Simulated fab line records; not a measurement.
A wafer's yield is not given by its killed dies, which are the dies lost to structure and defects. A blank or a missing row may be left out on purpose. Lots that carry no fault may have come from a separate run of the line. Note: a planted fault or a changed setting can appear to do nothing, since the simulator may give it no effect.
fab line records ; flow sky130
record: lots: 13; wafers: 39; last-day: 50
route steps=708 shown LDD_N@254 LDD_HVN@276 LDD_LDN@298 PAD_OPEN@708
lots that met no fault: from a run of the same line without faults
start-h: hours from the record's opening day to when the first of the lot's shown wafers began ; wait-h: how many hours have passed since the lot's step before this one ; " the same as in the row above ; L1.1+2: a single row standing in for several wafers ; - no value present, or no start provided ; * or withheld: withheld ; < > ~ a bound
route shown NAME@n: a module of which the file shows steps, and the number in the route of the first ; usual: mean and standard deviation over wafers with no fault ; same: alike in all rows ; chamber/n: place in a boat ; sites: per-site readings ; _std_site: their standard deviation ; _edge_site: inner sites' mean taken away from outer sites' mean ; radius-mm: how far each site lies from the wafer's centre ; mask NAME#n: copy n ; behind: the last tool/chamber to shape the wafer ; hold: why the lot went on hold/how many hours it stayed there/how the hold came to an end ; device: which transistor (n, p or np) failed to switch ; end of line: the tests these same wafers got at the end of their route ; step lacking rows: just its recipe ; killed: at the first sort, the dies lost to defects and structure; wafer yield is something else ; map: per-die view of a wafer (x killed, . not killed, _ where there is no die)
set.NAME: the setting that was run; set.NAME@STEP: the one run at that earlier step ; model.NAME: the simulator's own value behind a step, which no gauge read
one table for each step of the route and one row for each wafer, over a sample of lots
services: when a tool's chamber went out of use (start-h, in hours from the record's first day, below 0 if earlier), for how many hours, and the reason
== steps ==
step: SKY_LDD_N_TW_MEAS_17
usual: LDD_N_TW: 2583/24
lot.wafer;tool;chamber;start-h;wait-h;LDD_N_TW
L734.1;film-metro-03;-;388.86;0.1;2585
L734.4;film-metro-03;-;388.86;0.1;2557
L734.5;film-metro-03;-;388.86;0.1;2570
L735.4;film-metro-02;-;393.23;0.1;2601
L735.5;film-metro-02;-;393.23;0.1;2585
L735.6;film-metro-02;-;393.23;0.1;2601
L736.2;film-metro-03;-;409.17;0.1;2583
L736.4;film-metro-03;-;409.17;0.1;2559
L736.6;film-metro-03;-;409.17;0.1;2582
L738.1;film-metro-02;-;422.81;0.1;2586
L738.2;film-metro-02;-;422.81;0.1;2594
L738.6;film-metro-02;-;422.81;0.1;2602
L739.1;film-metro-02;-;441.85;0.1;2570
L739.3;film-metro-02;-;441.85;0.1;2570
L739.6;film-metro-02;-;441.85;0.1;2570
L740.1;film-metro-04;-;455.20;0.1;2611
L740.3;film-metro-04;-;455.20;0.1;2599
L740.4;film-metro-04;-;455.20;0.1;2604
L742.1;film-metro-02;-;472.46;0.1;2594
L742.2;film-metro-02;-;472.46;0.1;2591
L742.3;film-metro-02;-;472.46;0.1;2591
L743.1;film-metro-03;-;472.76;0.1;2559
L743.3;film-metro-03;-;472.76;0.1;2569
L743.6;film-metro-03;-;472.76;0.1;2578
L744.1;film-metro-02;-;487.31;0.1;2571
L744.3;film-metro-02;-;487.31;0.1;2590
L744.6;film-metro-02;-;487.31;0.1;2598
L748.4;film-metro-04;-;527.29;0.1;2608
L748.5;film-metro-04;-;527.29;0.1;2610
L748.6;film-metro-04;-;527.29;0.1;2584
L753.2;film-metro-03;-;608.78;0.1;2530
L753.4;film-metro-03;-;608.78;0.1;2525
L753.6;film-metro-03;-;608.78;0.1;2534
L757.1;film-metro-03;-;611.17;0.1;2538
L757.5;film-metro-03;-;611.17;0.1;2542
L757.6;film-metro-03;-;611.17;0.1;2536
L754.2;film-metro-03;-;611.48;0.1;2543
L754.3;film-metro-03;-;611.48;0.1;2542
L754.4;film-metro-03;-;611.48;0.1;2545
step: SKY_LDD_HVN_STRIP_09
recipe: chemistry: O2/N2; power-w: 1400; pressure-mtorr: 1500; platen-temp-c: withheld; o2-flow-sccm: 3000; n2-flow-sccm: 300; overash-fraction: 0.5
usual: drypump-motor-current-A: 5.6/0.47; oes-product-au: 0.408/0.0045; strip-time-to-endpoint-s: 4.129/0.02
lot.wafer;tool;chamber;start-h;wait-h;drypump-motor-current-A;oes-product-au;rf-hours-counter-h;strip-time-to-endpoint-s
L734.1;plasma-asher-02;1;448.70;0.1;5.7;0.413;65;4.130
L734.4;plasma-asher-02;0;448.70;0.1;6.4;0.405;-;4.157
L734.5;plasma-asher-02;0;448.70;0.1;6.3;0.407;-;4.157
L735.4;plasma-asher-02;0;453.11;0.1;6.3;0.412;-;4.160
L735.5;plasma-asher-02;0;453.11;0.1;6.3;0.406;-;4.129
L735.6;plasma-asher-02;1;453.11;0.1;5.7;0.407;-;4.130
L736.2;plasma-asher-02;1;470.85;0.1;5.7;0.404;67;4.120
L736.4;plasma-asher-02;1;470.85;0.1;5.7;0.411;-;4.102
L736.6;plasma-asher-02;0;470.85;0.1;6.4;0.407;-;4.116
L738.1;plasma-asher-02;1;483.57;0.1;5.7;0.414;69;4.172
L738.2;plasma-asher-02;0;483.57;0.1;6.4;0.423;69;4.168
L738.6;plasma-asher-02;0;483.57;0.1;6.4;0.410;-;4.158
L739.1;plasma-asher-03;1;503.25;0.1;5.7;0.413;7;4.125
L739.3;plasma-asher-03;1;503.25;0.1;5.7;0.419;-;4.101
L739.6;plasma-asher-03;1;503.25;0.1;5.7;0.417;-;4.123
L740.1;plasma-asher-02;0;514.75;0.1;6.3;0.414;72;4.124
L740.3;plasma-asher-02;0;514.75;0.1;6.3;0.409;-;4.107
L740.4;plasma-asher-02;1;514.75;0.1;5.7;0.407;-;4.105
L742.1;plasma-asher-01;0;532.55;0.1;5.0;0.400;42;4.130
L742.2;plasma-asher-01;1;532.55;0.1;5.8;0.409;42;4.119
L742.3;plasma-asher-01;1;532.55;0.1;5.8;0.412;-;4.130
L743.1;plasma-asher-02;0;533.85;0.1;6.3;0.404;73;4.127
L743.3;plasma-asher-02;0;533.85;0.1;6.3;0.408;-;4.138
L743.6;plasma-asher-02;1;533.85;0.1;5.7;0.406;-;4.155
L744.1;plasma-asher-01;1;547.42;0.1;5.8;0.416;44;4.139
L744.3;plasma-asher-01;0;547.42;0.1;5.0;0.413;-;4.146
L744.6;plasma-asher-01;1;547.42;0.1;5.8;0.408;-;4.152
L748.4;plasma-asher-02;1;586.81;0.1;5.7;0.410;-;4.115
L748.5;plasma-asher-02;0;586.81;0.1;6.3;0.403;-;4.122
L748.6;plasma-asher-02;1;586.81;0.1;5.7;0.404;-;4.109
L753.2;plasma-asher-01;1;665.47;0.1;5.8;0.408;56;4.145
L753.4;plasma-asher-01;1;665.47;0.1;5.8;0.413;-;4.137
L753.6;plasma-asher-01;1;665.47;0.1;5.8;0.406;-;4.132
L757.1;plasma-asher-02;1;668.50;0.1;5.7;0.411;87;4.166
L757.5;plasma-asher-02;0;668.50;0.1;6.4;0.409;-;4.171
L757.6;plasma-asher-02;1;668.50;0.1;5.7;0.409;-;4.162
L754.2;plasma-asher-01;1;668.80;0.1;5.8;0.408;56;4.103
L754.3;plasma-asher-01;1;668.80;0.1;5.8;0.413;-;4.113
L754.4;plasma-asher-01;0;668.80;0.1;5.0;0.409;-;4.112
step: SKY_LDD_LDN_IMPLANT_09
recipe: species: As; energy-kev: 15; dose-cm2: 1.25e+13; tilt-deg: withheld; rotation-deg: 113
usual: beam-energy-keV: 15.001/0.0044; beam-on-s: 9.98/0.19
lot.wafer;tool;chamber;start-h;wait-h;beam-energy-keV;beam-on-s
L734.1;implanter-04;0;510.00;0.1;15.001;9.80
L734.4;implanter-04;0;510.00;0.1;15.007;10.19
L734.5;implanter-04;0;510.00;0.1;15.001;10.40
L735.4;implanter-03;0;514.54;0.1;14.993;9.83
L735.5;implanter-03;0;514.54;0.1;14.999;9.69
L735.6;implanter-03;0;514.54;0.1;15.005;10.02
L736.2;implanter-03;0;530.74;0.1;14.998;10.01
L736.4;implanter-03;0;530.74;0.1;15.002;9.98
L736.6;implanter-03;0;530.74;0.1;15.009;10.34
L738.1;implanter-03;0;543.71;0.1;14.999;9.80
L738.2;implanter-03;0;543.71;0.1;15.001;9.83
L738.6;implanter-03;0;543.71;0.1;14.998;9.78
L739.1;implanter-04;0;563.60;0.1;15.003;9.94
L739.3;implanter-04;0;563.60;0.1;15.003;9.89
L739.6;implanter-04;0;563.60;0.1;15.001;10.00
L740.1;implanter-03;0;574.20;0.1;14.999;10.34
L740.3;implanter-03;0;574.20;0.1;14.998;9.60
L740.4;implanter-03;0;574.20;0.1;14.995;10.13
L742.1;implanter-01;0;592.10;0.1;14.998;9.96
L742.2;implanter-01;0;592.10;0.1;15.006;10.10
L742.3;implanter-01;0;592.10;0.1;14.996;9.93
L743.1;implanter-04;0;593.66;0.1;14.992;9.58
L743.3;implanter-04;0;593.66;0.1;14.994;9.89
L743.6;implanter-04;0;593.66;0.1;14.996;10.06
L744.1;implanter-04;0;607.32;0.1;14.990;9.97
L744.3;implanter-04;0;607.32;0.1;14.994;9.88
L744.6;implanter-04;0;607.32;0.1;15.004;10.35
L748.4;implanter-04;0;643.75;0.1;14.997;9.96
L748.5;implanter-04;0;643.75;0.1;15.002;9.64
L748.6;implanter-04;0;643.75;0.1;15.001;9.76
L753.2;implanter-03;0;722.07;0.1;16.611;10.16
L753.4;implanter-03;0;722.07;0.1;16.611;10.07
L753.6;implanter-03;0;722.07;0.1;16.609;9.54
L757.1;implanter-04;0;723.86;0.1;14.999;10.16
L757.5;implanter-04;0;723.86;0.1;15.003;9.97
L757.6;implanter-04;0;723.86;0.1;15.004;10.07
L754.2;implanter-03;0;725.45;0.1;16.601;10.30
L754.3;implanter-03;0;725.45;0.1;16.608;10.04
L754.4;implanter-03;0;725.45;0.1;16.613;10.16
step: SKY_LDD_LDN_TW_MEAS_13
usual: LDD_LDN_TW: 1476/14
lot.wafer;tool;chamber;start-h;wait-h;LDD_LDN_TW
L734.1;film-metro-03;-;510.55;0.1;1472
L734.4;film-metro-03;-;510.55;0.1;1466
L734.5;film-metro-03;-;510.55;0.1;1472
L735.4;film-metro-03;-;515.04;0.1;1471
L735.5;film-metro-03;-;515.04;0.1;1469
L735.6;film-metro-03;-;515.04;0.1;1473
L736.2;film-metro-03;-;531.27;0.1;1481
L736.4;film-metro-03;-;531.27;0.1;1475
L736.6;film-metro-03;-;531.27;0.1;1483
L738.1;film-metro-02;-;544.26;0.1;1490
L738.2;film-metro-02;-;544.26;0.1;1484
L738.6;film-metro-02;-;544.26;0.1;1485
L739.1;film-metro-02;-;564.15;0.1;1486
L739.3;film-metro-02;-;564.15;0.1;1478
L739.6;film-metro-02;-;564.15;0.1;1484
L740.1;film-metro-04;-;574.75;0.1;1489
L740.3;film-metro-04;-;574.75;0.1;1499
L740.4;film-metro-04;-;574.75;0.1;1501
L742.1;film-metro-02;-;592.65;0.1;1467
L742.2;film-metro-02;-;592.65;0.1;1475
L742.3;film-metro-02;-;592.65;0.1;1477
L743.1;film-metro-02;-;594.21;0.1;1477
L743.3;film-metro-02;-;594.21;0.1;1480
L743.6;film-metro-02;-;594.21;0.1;1478
L744.1;film-metro-04;-;607.87;0.1;1483
L744.3;film-metro-04;-;607.87;0.1;1497
L744.6;film-metro-04;-;607.87;0.1;1487
L748.4;film-metro-02;-;644.25;0.1;1486
L748.5;film-metro-02;-;644.25;0.1;1486
L748.6;film-metro-02;-;644.25;0.1;1480
L753.2;film-metro-03;-;722.61;0.1;1469
L753.4;film-metro-03;-;722.61;0.1;1468
L753.6;film-metro-03;-;722.61;0.1;1460
L757.1;film-metro-02;-;724.41;0.1;1472
L757.5;film-metro-02;-;724.41;0.1;1476
L757.6;film-metro-02;-;724.41;0.1;1471
L754.2;film-metro-03;-;725.98;0.1;1460
L754.3;film-metro-03;-;725.98;0.1;1465
L754.4;film-metro-03;-;725.98;0.1;1463
step: SKY_PAD_OPEN_PROBE_99
usual: killed_at_M0_to_M3: 43/7.3; killed_at_M4_up: 3.0/2; killed-at-contacts: 24/5.2; killed-at-front-end: 15/4.4; killed-at-other: 0.2/0.48; killed-dies: 86/9.1; killed-open: 47/7.3; killed-short: 38/6.4
same: gross-dies: 492; killed-at-back-side: 0
lot.wafer;tool;chamber;start-h;wait-h;killed_at_M0_to_M3;killed_at_M4_up;killed-at-contacts;killed-at-front-end;killed-at-other;killed-dies;killed-open;killed-short
L734.1;prober-02;-;1066.11;0.1;31;7;24;11;0;73;41;31
L734.4;prober-02;-;1066.26;0.2;40;4;30;22;0;96;55;40
L734.5;prober-02;-;1066.31;0.2;39;3;27;14;0;83;43;39
L743.1;prober-01;-;1123.57;0.1;46;1;26;16;1;90;50;40
L743.3;prober-01;-;1123.67;0.2;42;1;20;18;0;81;41;39
L743.6;prober-01;-;1123.82;0.2;46;2;25;21;0;94;45;49
L753.2;prober-01;-;1203.86;0.1;37;0;34;6;0;77;41;36
L753.4;prober-01;-;1203.96;0.2;41;3;17;10;1;72;32;40
L753.6;prober-01;-;1204.06;0.2;50;3;37;14;0;104;49;55
L754.2;prober-01;-;1205.36;0.1;45;7;16;12;0;80;49;31
L754.3;prober-01;-;1205.41;0.2;34;2;15;17;0;68;42;26
L754.4;prober-01;-;1205.46;0.2;48;4;25;14;1;92;59;33
killed by level:class
L734.1 LI_CONTACT:geometric-particle:open=12 VIA1:geometric-particle:open=7 CONTACT:geometric-particle:open=5 METAL1:geometric-particle:short=4 VIA1:geometric-particle:short=4 CONTACT:geometric-particle:short=4 METAL2:geometric-particle:short=4 METAL4:geometric-particle:short=4
L734.4 VIA1:geometric-particle:open=12 CONTACT:geometric-particle:open=11 VIA2:geometric-particle:open=9 METAL2:geometric-particle:short=7 FIELD_ISO:geometric-particle:open=6 FIELD_ISO:geometric-particle:short=6 LI_CONTACT:geometric-particle:open=6 LOCAL_INTERCONNECT:geometric-particle:short=6
L734.5 CONTACT:geometric-particle:open=11 VIA1:geometric-particle:open=8 FIELD_ISO:geometric-particle:short=6 LI_CONTACT:geometric-particle:open=6 LI_CONTACT:geometric-particle:short=5 VIA3:geometric-particle:open=5 VIA1:geometric-particle:short=5 VIA3:geometric-particle:short=5
L743.1 VIA1:geometric-particle:open=14 CONTACT:geometric-particle:open=8 CONTACT:geometric-particle:short=7 VIA2:geometric-particle:short=7 LI_CONTACT:geometric-particle:open=6 VIA3:geometric-particle:open=6 VIA2:geometric-particle:open=5 FIELD_ISO:geometric-particle:short=4
L743.3 METAL2:geometric-particle:short=11 VIA1:geometric-particle:open=9 CONTACT:geometric-particle:open=8 FIELD_ISO:geometric-particle:open=6 FIELD_ISO:geometric-particle:short=5 VIA2:geometric-particle:open=5 LOCAL_INTERCONNECT:geometric-particle:short=4 VIA3:geometric-particle:short=4
L743.6 CONTACT:geometric-particle:open=13 VIA1:geometric-particle:open=8 VIA1:geometric-particle:short=8 VIA2:geometric-particle:short=6 VIA3:geometric-particle:open=6 FIELD_ISO:geometric-particle:short=5 POLY_GATE:geometric-particle:short=5 METAL1:geometric-particle:short=5
L753.2 VIA1:geometric-particle:open=10 LI_CONTACT:geometric-particle:open=9 CONTACT:geometric-particle:short=9 CONTACT:geometric-particle:open=8 VIA3:geometric-particle:open=6 LI_CONTACT:geometric-particle:short=5 METAL1:geometric-particle:short=4 VIA1:geometric-particle:short=4
L753.4 VIA3:geometric-particle:open=10 LI_CONTACT:geometric-particle:open=9 METAL1:geometric-particle:short=7 VIA1:geometric-particle:short=7 VIA2:geometric-particle:open=4 FIELD_ISO:geometric-particle:short=3 CONTACT:geometric-particle:open=3 VIA1:geometric-particle:open=3
L753.6 LI_CONTACT:geometric-particle:open=9 CONTACT:geometric-particle:short=9 VIA1:geometric-particle:open=8 CONTACT:geometric-particle:open=8 LI_CONTACT:geometric-particle:short=7 VIA1:geometric-particle:short=7 METAL1:geometric-particle:short=7 METAL2:geometric-particle:short=7
L754.2 VIA1:geometric-particle:open=13 VIA3:geometric-particle:open=7 METAL1:geometric-particle:short=7 VIA2:geometric-particle:open=7 LI_CONTACT:geometric-particle:open=6 METAL4:geometric-particle:short=6 CONTACT:geometric-particle:open=5 FIELD_ISO:geometric-particle:open=4
L754.3 CONTACT:geometric-particle:open=10 VIA3:geometric-particle:open=8 VIA2:geometric-particle:open=6 FIELD_ISO:geometric-particle:open=5 POLY_GATE:geometric-particle:open=5 METAL2:geometric-particle:short=5 FIELD_ISO:geometric-particle:short=4 METAL1:geometric-particle:short=4
L754.4 VIA1:geometric-particle:open=15 CONTACT:geometric-particle:open=10 VIA2:geometric-particle:open=8 LI_CONTACT:geometric-particle:open=7 FIELD_ISO:geometric-particle:open=6 CONTACT:geometric-particle:short=5 METAL2:geometric-particle:short=5 POLY_GATE:geometric-particle:open=4
== services ==
tool;chamber;start-h;hours;kind
plasma-asher-03;0;430.25;-;clean
plasma-asher-03;1;430.25;-;clean
implanter-03;-;445.17;5.9;repair
implanter-04;-;470.66;1.2;repair
implanter-04;-;512.64;12.1;repair
implanter-01;-;518.01;2.9;repair
implanter-03;-;519.18;1.3;repair
plasma-asher-02;-;524.82;5.3;repair
implanter-03;-;535.15;2.3;repair
implanter-03;-;537.57;0.8;repair
implanter-03;-;550.93;6.3;repair
implanter-01;-;551.86;4.3;pm
plasma-asher-03;-;558.52;2.5;repair
implanter-01;-;578.81;3.3;repair
implanter-01;-;617.37;2.1;repair
plasma-asher-01;-;625.81;5.2;repair
plasma-asher-03;-;640.19;10.2;repair
plasma-asher-02;-;671.01;5.6;repair
implanter-01;-;691.91;38.3;pm
implanter-04;-;703.77;1.0;repair
== key ==
first-sign: step: SKY_LDD_LDN_IMPLANT_09; reading: beam-energy-keV; direction: up; sigmas: 99+; usual: *; struck: *
effect none on later readings
met-at SKY_LDD_LDN_IMPLANT_09
struck-lots L753,L754
tester-left-out L753,L754
not-acting-at SKY_LDD_N_TW_MEAS_17,SKY_LDD_HVN_STRIP_09,SKY_LDD_LDN_TW_MEAS_13
onset-between 574.20 722.07
fault: kind: process-parameter-drift; tool: implanter-03; chamber: -; onset-h: 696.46; steps: SKY_LDD_LDN_IMPLANT_09; channel: energy-kev; offset: *; shape: step; end-h: 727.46; acts-in: *; stated: *
tester-left-out: of these lots the tester's yield and bins aren't shown, on N5 and GAA mostly nor the transistor test; their killed dies are dies lost to structure and defects alone, not to doping, threshold or leakage, so they don't give the yield
